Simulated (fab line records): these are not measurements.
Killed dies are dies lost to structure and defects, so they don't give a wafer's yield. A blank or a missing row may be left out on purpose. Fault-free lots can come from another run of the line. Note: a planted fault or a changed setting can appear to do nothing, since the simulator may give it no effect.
fab line records | flow sky130
record lots=6 wafers=18 lastDay=50
route steps=708 shown GATE_OXIDE@201 POLY_GATE@204 RES_PROTECT@206 PAD_OPEN@708
lots with no fault: from the same line, run without faults
startH: the number of hours between the record's first day and the start of the first shown wafer of the lot | waitH: how many hours have passed since the lot's step before this one | " the same as in the row above | L1.1+2: one row covering several wafers at once | - either no value or no given start | * or withheld: withheld | < > ~ a bound
route shown NAME@n: names a module that has steps shown in the file, with the first one's number in the route | usual: mean/standard deviation taken from wafers without a fault | same: alike in all rows | chamber/n: place in a boat | sites: readings site by site | _std_site: standard deviation across them | _edge_site: mean of outer sites minus mean of inner sites | radiusMm: for every site, how far away it sits from the centre of the wafer | mask NAME#n: copy n | behind: the most recent tool/chamber to have shaped the wafer | hold: why the lot was held/for how many hours/how that ended | device: the transistor (n, p or np) that didn't switch | end of line: the tests these same wafers got at the end of their route | step lacking rows: just its recipe | killed: not the wafer's yield, but the dies lost to structure and defects at the first sort | map: the dies of a wafer, with x for killed, . for not killed, _ for no die there
set.NAME: the setting that was run; set.NAME@STEP: the one run at that earlier step | model.NAME: the simulator's own value behind a step, which no gauge read
lots seen at some steps along the route; tables by step, rows by wafer
services: from which hour (startH, from the record's first day; less than 0 if before it) a tool's chamber was out of use, for how many hours, and why
## steps
# step SKY_GATE_OXIDE_TW_MEAS_14
# usual GATE_OXIDE_TW=221.6/1.8
# columns lot.wafer tool chamber startH waitH GATE_OXIDE_TW
L670.2 filmMetro-04 - 319.41 0.1 222.8
L670.3 " - " " 223.4
L670.4 " - " " 222.4
L679.2 filmMetro-01 - 396.95 0.1 224.8
L679.3 " - " " 225.1
L679.6 " - " " 224.6
L680.3 filmMetro-04 - 411.51 0.1 221.6
L680.5 " - " " 222.0
L680.6 " - " " 222.1
L687.1 filmMetro-01 - 487.08 0.1 222.9
L687.2 " - " " 221.9
L687.3 " - " " 223.0
L689.1 filmMetro-01 - 487.65 0.1 223.0
L689.2 " - " " 224.2
L689.6 " - " " 221.8
L690.1 filmMetro-02 - 497.40 0.1 218.9
L690.2 " - " " 219.8
L690.3 " - " " 221.1
# step SKY_GATE_OXIDE_CLEAN_15
# recipe chemistry=SC1/SC2 mix=1:4:20 tempC=70 timeS=150 dry=n2Spin
# step SKY_GATE_OXIDE_OXIDATION_16
# recipe tempC=800 ambient=O2 idleTempC=700 rampUpCPerMin=10 rampDownCPerMin=3 stabiliseS=600 purgeS=300 targetThkA=35.7 oxTimeS=1915
# step SKY_POLY_GATE_CVD_00
# recipe material=poly-Si targetThkNm=180 tempC=620 timeS=720 pressureMtorr=200
# step SKY_POLY_GATE_THK_MEAS_01
# recipe reads=poly-Si_of_POLY_GATE_CVD_00
# usual POLY_GATE_CVD_00_THK=180.9/1.4
# columns lot.wafer tool chamber startH waitH POLY_GATE_CVD_00_THK[nm]
L670.2 filmMetro-01 - 322.67 0.0 182.4
L670.3 " - " " 182.6
L670.4 " - " " 182.6
L679.2 filmMetro-02 - 401.20 0.0 181.2
L679.3 " - " " 181.0
L679.6 " - " " 180.3
L680.3 filmMetro-02 - 414.62 0.0 179.5
L680.5 " - " " 179.2
L680.6 " - " " 179.8
L687.1 filmMetro-02 - 490.03 0.0 181.9
L687.2 " - " " 182.8
L687.3 " - " " 182.0
L689.1 filmMetro-03 - 491.23 0.0 178.3
L689.2 " - " " 178.6
L689.6 " - " " 178.3
L690.1 filmMetro-02 - 500.24 0.0 181.8
L690.2 " - " " 181.5
L690.3 " - " " 181.2
# step SKY_RES_PROTECT_DEHYDRATE_00
# recipe tempC=200 timeS=60
# step SKY_RES_PROTECT_HMDS_01
# recipe primeTimeS=60 primeTempC=120
# step SKY_RES_PROTECT_COAT_02
# recipe resist=NOVOLAK spinRpm=3000 resistThkNm=1140
# step SKY_RES_PROTECT_SOFTBAKE_03
# recipe tempC=90 timeS=60 resist=NOVOLAK
# step SKY_RES_PROTECT_EXPOSE_04
# recipe maskId=RPM na=0.6 sourceShape=conventional sigmaOuter=0.6 polarization=unpolarized targetCdNm=1270 doseMj=131
# step SKY_RES_PROTECT_PEB_05
# recipe tempC=withheld timeS=* resist=NOVOLAK
# step SKY_RES_PROTECT_DEVELOP_06
# recipe resist=NOVOLAK developer=TMAH developTimeS=60 devTempC=23
# step SKY_POLY_GATE_IMPLANT_02
# recipe species=P energyKev=30 doseCm2=7.7e+15 tiltDeg=0
# usual doseIonsCm2=7.699e+15/8e+12 faradayCurrentUA=12601/1100
# columns lot.wafer tool chamber startH waitH doseIonsCm2 faradayCurrentUA
L670.2 implanter-03 0 349.35 0.1 7.699e+15 13518
L670.3 " 0 " " 7.699e+15 13824
L670.4 " 0 " " 7.7e+15 13804
L679.2 implanter-03 0 431.24 0.1 8.564e+15 14410
L679.3 " 0 " " 8.561e+15 13851
L679.6 " 0 " " 8.563e+15 13469
L680.3 implanter-03 0 445.13 0.1 8.584e+15 13549
L680.5 " 0 " " 8.566e+15 13583
L680.6 " 0 " " 8.572e+15 13656
L687.1 implanter-02 0 519.22 0.1 7.697e+15 11560
L687.2 " 0 " " 7.685e+15 11647
L687.3 " 0 " " 7.693e+15 11425
L689.1 implanter-03 0 521.32 0.1 7.699e+15 13879
L689.2 " 0 " " 7.701e+15 13274
L689.6 " 0 " " 7.689e+15 13474
L690.1 implanter-03 0 529.71 0.1 7.702e+15 13771
L690.2 " 0 " " 7.702e+15 13889
L690.3 " 0 " " 7.697e+15 13758
# step SKY_RES_PROTECT_STRIP_07
# recipe chemistry=O2/N2 powerW=1400 pressureMtorr=1500 platenTempC=withheld o2FlowSccm=3000 n2FlowSccm=300 overashFraction=0.5
# usual drypumpMotorCurrentA=5.91/0.27 oesProductAu=0.518/0.0038 stripTimeToEndpointS=23.29/0.046
# columns lot.wafer tool chamber startH waitH drypumpMotorCurrentA oesProductAu rfHoursCounterH stripTimeToEndpointS
L670.2 plasmaAsher-03 1 349.48 0.1 6.03 0.524 67 23.35
L670.3 " 1 " " 6.10 0.523 - 23.37
L670.4 " 0 " " 5.56 0.521 - 23.37
L679.2 plasmaAsher-02 1 431.36 0.1 6.14 0.512 30 23.74
L679.3 " 0 " " 5.51 0.512 - 23.73
L679.6 " 0 " " 5.50 0.516 - 23.75
L680.3 plasmaAsher-03 0 445.26 0.1 5.53 0.512 - 23.72
L680.5 " 1 " " 6.02 0.510 - 23.76
L680.6 " 0 " " 5.58 0.509 - 23.76
L687.1 plasmaAsher-03 1 519.37 0.1 6.04 0.517 8 23.27
L687.2 " 0 " " 5.59 0.520 8 23.30
L687.3 " 1 " " 6.07 0.522 - 23.35
L689.1 plasmaAsher-04 0 521.47 0.1 6.23 0.512 83 23.29
L689.2 " 1 " " 5.95 0.517 83 23.28
L689.6 " 0 " " 6.24 0.517 - 23.30
L690.1 plasmaAsher-03 0 529.86 0.1 5.56 0.515 9 23.31
L690.2 " 1 " " 6.06 0.518 9 23.27
L690.3 " 1 " " 6.03 0.515 - 23.28
# step SKY_RES_PROTECT_TW_MEAS_08
# usual POLY_GATE_TW=4016/53
# columns lot.wafer tool chamber startH waitH POLY_GATE_TW
L670.2 filmMetro-04 - 349.59 0.1 3993
L670.3 " - " " 4013
L670.4 " - " " 3999
L679.2 filmMetro-04 - 431.47 0.1 4026
L679.3 " - " " 4013
L679.6 " - " " 4002
L680.3 filmMetro-04 - 445.35 0.1 4041
L680.5 " - " " 4030
L680.6 " - " " 4041
L687.1 filmMetro-04 - 519.47 0.1 4000
L687.2 " - " " 4008
L687.3 " - " " 3981
L689.1 filmMetro-02 - 521.57 0.1 3987
L689.2 " - " " 4002
L689.6 " - " " 3987
L690.1 filmMetro-03 - 529.96 0.1 4104
L690.2 " - " " 4104
L690.3 " - " " 4105
# step SKY_PAD_OPEN_PROBE_99
# usual killed_at_M0_to_M3=43/6.7 killed_at_M4_up=3.0/1.9 killedAtContacts=25/5.4 killedAtFrontEnd=16/4.5 killedAtOther=0.4/0.62 killedDies=87/9.6 killedOpen=47/7 killedShort=39/6.1
# same grossDies=492 killedAtBackSide=0
# columns lot.wafer tool chamber startH waitH killed_at_M0_to_M3 killed_at_M4_up killedAtContacts killedAtFrontEnd killedAtOther killedDies killedOpen killedShort model.etest.resPoly.lineOhmUm model.etest.liconPoly.rcOhm model.etest.resPoly.rsOhmSq
L670.2 prober-01 - 1082.14 0.1 53 2 25 19 0 99 62 37 519.7 150 48.17
L670.3 prober-01 - 1082.19 0.2 48 4 29 18 1 100 54 46 516.5 157 48.42
L670.4 prober-01 - 1082.24 0.2 42 2 26 17 0 87 45 42 525.8 151.7 47.35
L679.2 prober-02 - 1137.43 0.1 46 5 23 9 0 83 51 32 481 132.3 44.23
L679.3 prober-02 - 1137.48 0.2 47 1 25 14 1 88 48 40 460.6 137.5 44.12
L679.6 prober-02 - 1137.63 0.2 56 2 23 9 0 90 48 41 495.6 137.5 43.77
L680.3 prober-01 - 1147.92 0.2 39 3 19 25 0 86 47 37 474.4 136.6 44.22
L680.5 prober-01 - 1148.02 0.2 49 6 16 16 0 87 57 28 467.9 127.8 44.65
L680.6 prober-01 - 1148.07 0.2 53 2 19 27 0 101 60 38 461.6 136.2 44.3
L687.1 prober-01 - 1189.61 0.1 44 4 34 15 0 97 52 44 496.6 142.4 47.01
L687.2 prober-01 - 1189.66 0.1 42 3 28 7 0 80 37 43 491.3 148.8 46.83
L687.3 prober-01 - 1189.71 0.2 38 4 33 16 1 92 48 44 494.6 147.4 47.16
L689.1 prober-02 - 1191.11 0.1 40 1 31 20 1 93 56 37 512.4 150.8 48.2
L689.2 prober-02 - 1191.16 0.1 34 2 18 16 0 70 37 33 538.2 149.6 48.17
L689.6 prober-02 - 1191.36 0.2 36 0 27 25 0 88 49 39 509.6 149.1 47.44
L690.1 prober-01 - 1194.04 0.1 42 4 32 14 0 92 44 47 521 151.2 48.75
L690.2 prober-01 - 1194.09 0.1 31 2 17 14 1 65 30 35 540.6 157.4 47.97
L690.3 prober-01 - 1194.14 0.2 36 9 16 16 0 77 38 39 519.3 149.3 47.94
# killed by level:class
L670.2 VIA1:geometricParticle:open=15 LI_CONTACT:geometricParticle:open=9 VIA2:geometricParticle:open=8 CONTACT:geometricParticle:open=6 VIA3:geometricParticle:open=6 FIELD_ISO:geometricParticle:open=5 VIA1:geometricParticle:short=5 METAL3:geometricParticle:short=5
L670.3 VIA3:geometricParticle:open=11 LI_CONTACT:geometricParticle:open=10 VIA1:geometricParticle:open=10 CONTACT:geometricParticle:open=9 CONTACT:geometricParticle:short=7 VIA1:geometricParticle:short=7 FIELD_ISO:geometricParticle:open=5 SPACER:geometricParticle:short=5
L670.4 LI_CONTACT:geometricParticle:open=8 VIA3:geometricParticle:open=7 FIELD_ISO:geometricParticle:open=6 CONTACT:geometricParticle:short=6 CONTACT:geometricParticle:open=6 VIA1:geometricParticle:open=6 VIA2:geometricParticle:open=6 FIELD_ISO:geometricParticle:short=5
L679.2 LI_CONTACT:geometricParticle:open=11 VIA1:geometricParticle:open=10 VIA3:geometricParticle:open=10 VIA2:geometricParticle:open=8 VIA1:geometricParticle:short=5 METAL2:geometricParticle:short=5 CONTACT:geometricParticle:open=4 LOCAL_INTERCONNECT:geometricParticle:short=4
L679.3 VIA1:geometricParticle:open=9 VIA2:geometricParticle:open=8 CONTACT:geometricParticle:open=7 VIA3:geometricParticle:open=7 CONTACT:geometricParticle:short=6 VIA1:geometricParticle:short=6 LI_CONTACT:geometricParticle:open=5 METAL2:geometricParticle:short=5
L679.6 VIA1:geometricParticle:open=17 CONTACT:geometricParticle:short=9 METAL2:geometricParticle:short=9 VIA3:geometricParticle:open=9 VIA2:geometricParticle:open=7 LI_CONTACT:geometricParticle:short=5 CONTACT:geometricParticle:open=4 POLY_GATE:geometricParticle:open=3
L680.3 POLY_GATE:geometricParticle:short=10 VIA1:geometricParticle:open=9 VIA2:geometricParticle:open=8 CONTACT:geometricParticle:open=7 POLY_GATE:geometricParticle:open=6 LI_CONTACT:geometricParticle:open=6 VIA2:geometricParticle:short=5 VIA3:geometricParticle:open=5
L680.5 VIA1:geometricParticle:open=18 VIA2:geometricParticle:open=8 VIA3:geometricParticle:open=8 CONTACT:geometricParticle:open=5 VIA2:geometricParticle:short=4 POLY_GATE:geometricParticle:open=4 LI_CONTACT:geometricParticle:short=4 POLY_GATE:geometricParticle:short=3
L680.6 VIA1:geometricParticle:open=12 VIA2:geometricParticle:open=12 CONTACT:geometricParticle:open=11 VIA3:geometricParticle:open=8 FIELD_ISO:geometricParticle:open=7 METAL2:geometricParticle:short=6 METAL1:geometricParticle:short=5 FIELD_ISO:geometricParticle:short=4
L687.1 CONTACT:geometricParticle:open=12 VIA1:geometricParticle:open=9 VIA3:geometricParticle:open=9 LI_CONTACT:geometricParticle:open=7 LOCAL_INTERCONNECT:geometricParticle:short=7 METAL1:geometricParticle:short=5 LI_CONTACT:geometricParticle:short=4 CONTACT:geometricParticle:short=4
L687.2 VIA1:geometricParticle:open=10 METAL2:geometricParticle:short=7 LI_CONTACT:geometricParticle:open=7 CONTACT:geometricParticle:short=6 METAL1:geometricParticle:short=6 VIA2:geometricParticle:open=6 LI_CONTACT:geometricParticle:short=5 LOCAL_INTERCONNECT:geometricParticle:short=5
L687.3 CONTACT:geometricParticle:open=12 VIA1:geometricParticle:open=10 CONTACT:geometricParticle:short=8 FIELD_ISO:geometricParticle:open=5 LI_CONTACT:geometricParticle:open=5 FIELD_ISO:geometricParticle:short=5 VIA2:geometricParticle:short=5 METAL2:geometricParticle:short=4
L689.1 CONTACT:geometricParticle:open=13 VIA1:geometricParticle:open=12 FIELD_ISO:geometricParticle:open=6 VIA2:geometricParticle:open=6 VIA3:geometricParticle:open=6 LI_CONTACT:geometricParticle:short=5 VIA1:geometricParticle:short=5 FIELD_ISO:geometricParticle:short=4
L689.2 VIA1:geometricParticle:open=8 CONTACT:geometricParticle:open=7 METAL1:geometricParticle:short=6 FIELD_ISO:geometricParticle:short=5 LOCAL_INTERCONNECT:geometricParticle:short=5 FIELD_ISO:geometricParticle:open=4 VIA1:geometricParticle:short=4 VIA3:geometricParticle:open=4
L689.6 CONTACT:geometricParticle:open=11 POLY_GATE:geometricParticle:open=8 VIA1:geometricParticle:short=7 CONTACT:geometricParticle:short=6 VIA1:geometricParticle:open=6 VIA3:geometricParticle:open=6 FIELD_ISO:geometricParticle:open=5 METAL2:geometricParticle:short=5
L690.1 CONTACT:geometricParticle:open=10 LI_CONTACT:geometricParticle:open=9 VIA1:geometricParticle:open=6 METAL2:geometricParticle:short=6 VIA2:geometricParticle:open=6 VIA1:geometricParticle:short=5 FIELD_ISO:geometricParticle:short=4 POLY_GATE:geometricParticle:short=4
L690.2 FIELD_ISO:geometricParticle:short=8 METAL2:geometricParticle:short=8 LI_CONTACT:geometricParticle:open=6 CONTACT:geometricParticle:open=6 VIA1:geometricParticle:open=5 VIA2:geometricParticle:short=3 CONTACT:geometricParticle:short=3 METAL1:geometricParticle:short=3
L690.3 VIA1:geometricParticle:open=7 METAL4:geometricParticle:short=7 FIELD_ISO:geometricParticle:open=6 METAL1:geometricParticle:short=6 LI_CONTACT:geometricParticle:open=5 VIA2:geometricParticle:open=5 POLY_GATE:geometricParticle:short=4 CONTACT:geometricParticle:open=4
## services
# columns tool chamber startH hours kind
plasmaAsher-03 - 344.08 1.0 repair
plasmaAsher-03 - 357.29 2.8 pm
implanter-02 - 364.03 1.5 repair
plasmaAsher-02 - 368.18 2.1 repair
implanter-02 - 369.27 8.2 repair
implanter-02 - 380.78 3.6 pm
implanter-02 - 419.75 7.8 repair
plasmaAsher-03 - 421.25 9.0 pm
plasmaAsher-03 0 421.25 9.0 ventCycle
plasmaAsher-03 1 421.25 9.0 ventCycle
plasmaAsher-03 0 430.25 - clean
plasmaAsher-03 1 430.25 - clean
implanter-02 - 447.24 3.4 pm
implanter-03 - 476.60 0.9 repair
implanter-02 - 514.50 1.7 repair
## key
firstSign step=SKY_POLY_GATE_IMPLANT_02 reading=doseIonsCm2 direction=up sigmas=99+ usual=* struck=*
effect step=SKY_RES_PROTECT_STRIP_07 reading=stripTimeToEndpointS direction=up sigmas=9.7 usual=* struck=*
modelEffect step=SKY_PAD_OPEN_PROBE_99 value=etest.resPoly.lineOhmUm without=509.6 struck=473.5
metAt SKY_POLY_GATE_IMPLANT_02
struckWafers L679.2,L679.3,L679.6,L680.3,L680.5,L680.6
testerLeftOut L679,L680
onsetBetween 349.35 431.24
fault kind=processParameterDrift tool=implanter-03 chamber=- onsetH=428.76 steps=SKY_POLY_GATE_IMPLANT_02 channel=doseCm2 offset=* shape=step endH=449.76 actsIn=* stated=*
# testerLeftOut: of these lots the tester's yield and bins aren't shown, on N5 and GAA mostly nor the transistor test; their killed dies are dies lost to structure and defects alone, not to doping, threshold or leakage, so they don't give the yield
